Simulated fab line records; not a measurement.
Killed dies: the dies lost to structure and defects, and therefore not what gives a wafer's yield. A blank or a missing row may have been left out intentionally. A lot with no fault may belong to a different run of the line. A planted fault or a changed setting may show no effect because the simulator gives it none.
Matching of chambers / flow gf180mcu / cmp-01 running GF_CONTACT_CMP_27: 4 sister chambers
The step polishes, stops on SiO2, t overpolish 15 s, target thk 0 nm. 16 wafers are shown with their chamber, then 8 later ones without.

WAFERS WITH THEIR CHAMBER
wafer=L210.1; chamber=3; motor current A (A)=11.4; overpolish run s (s)=14.999; time to endpoint s (s)=75
wafer=L210.4; chamber=2; motor current A (A)=12.4; overpolish run s (s)=14.996; time to endpoint s (s)=75
wafer=L210.6; chamber=0; motor current A (A)=11.5; overpolish run s (s)=14.997; time to endpoint s (s)=73
wafer=L211.3; chamber=1; motor current A (A)=10.3; overpolish run s (s)=14.992; time to endpoint s (s)=70
wafer=L211.4; chamber=0; motor current A (A)=11.7; overpolish run s (s)=15.013; time to endpoint s (s)=71
wafer=L211.5; chamber=0; motor current A (A)=11.5; overpolish run s (s)=15.000; time to endpoint s (s)=71
wafer=L213.1; chamber=2; motor current A (A)=11.9; overpolish run s (s)=14.993; time to endpoint s (s)=73
wafer=L213.5; chamber=2; motor current A (A)=12.4; overpolish run s (s)=14.990; time to endpoint s (s)=75
wafer=L213.6; chamber=1; motor current A (A)=9.6; overpolish run s (s)=14.993; time to endpoint s (s)=73
wafer=L218.1; chamber=3; motor current A (A)=11.4; overpolish run s (s)=14.991; time to endpoint s (s)=72
wafer=L219.1; chamber=0; motor current A (A)=11.4; overpolish run s (s)=15.012; time to endpoint s (s)=70
wafer=L220.2; chamber=2; motor current A (A)=12.5; overpolish run s (s)=15.003; time to endpoint s (s)=70
wafer=L227.1; chamber=3; motor current A (A)=11.9; overpolish run s (s)=15.006; time to endpoint s (s)=76
wafer=L227.3; chamber=0; motor current A (A)=11.2; overpolish run s (s)=14.994; time to endpoint s (s)=78
wafer=L227.6; chamber=2; motor current A (A)=11.4; overpolish run s (s)=15.008; time to endpoint s (s)=77
wafer=L228.1; chamber=0; motor current A (A)=11.2; overpolish run s (s)=15.004; time to endpoint s (s)=78

SIGNATURES, as means of the wafers listed above
reading=motor current A; chamber 0=11.417; chamber 1=9.950; chamber 2=12.120; chamber 3=11.567; scatter within a chamber=0.35
reading=overpolish run s; chamber 0=15.00333; chamber 1=14.99250; chamber 2=14.99800; chamber 3=14.99867; scatter within a chamber=0.00729
reading=time to endpoint s; chamber 0=73.50; chamber 1=71.50; chamber 2=74.00; chamber 3=74.33; scatter within a chamber=2.98
Rule: a wafer's distance from a chamber is the root of the sum, over the readings, of the square of ((its reading less the chamber's mean) divided by the reading's scatter). The wafer belongs to the nearest chamber; if the next one is less than 2 further off, it can't be placed. How the scatter is found: for the shown wafers, subtract from each reading the mean of its chamber, square and add these, divide the total by (wafers less chambers), then take the root.

WAFERS WHOSE CHAMBER IS MISSING
wafer=L228.2; motor current A (A)=11.5; overpolish run s (s)=15.001; time to endpoint s (s)=73
wafer=L228.3; motor current A (A)=11.9; overpolish run s (s)=15.003; time to endpoint s (s)=73
wafer=L229.1; motor current A (A)=9.6; overpolish run s (s)=14.997; time to endpoint s (s)=71
wafer=L229.2; motor current A (A)=12.5; overpolish run s (s)=14.985; time to endpoint s (s)=75
wafer=L229.3; motor current A (A)=11.4; overpolish run s (s)=15.008; time to endpoint s (s)=74
wafer=L232.1; motor current A (A)=9.9; overpolish run s (s)=15.000; time to endpoint s (s)=70
wafer=L232.3; motor current A (A)=10.8; overpolish run s (s)=15.007; time to endpoint s (s)=73
wafer=L232.4; motor current A (A)=11.3; overpolish run s (s)=14.986; time to endpoint s (s)=73

WHICH CHAMBER EACH WENT THROUGH
wafer=L228.2; from the rows above=can't be placed: 0 or 3 or 2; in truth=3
wafer=L228.3; from the rows above=can't be placed: 2 or 3 or 0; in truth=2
wafer=L229.1; from the rows above=1; in truth=1
wafer=L229.2; from the rows above=can't be placed: 2 or 3 or 0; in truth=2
wafer=L229.3; from the rows above=can't be placed: 0 or 3 or 2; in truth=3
wafer=L232.1; from the rows above=1; in truth=1
wafer=L232.3; from the rows above=can't be placed: 0 or 3 or 1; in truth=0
wafer=L232.4; from the rows above=can't be placed: 3 or 0 or 2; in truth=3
2 of 8 placed correctly. Unplaceable from these rows: 6, with the true chamber sitting among the candidates in 6. Wrongly placed: 0.
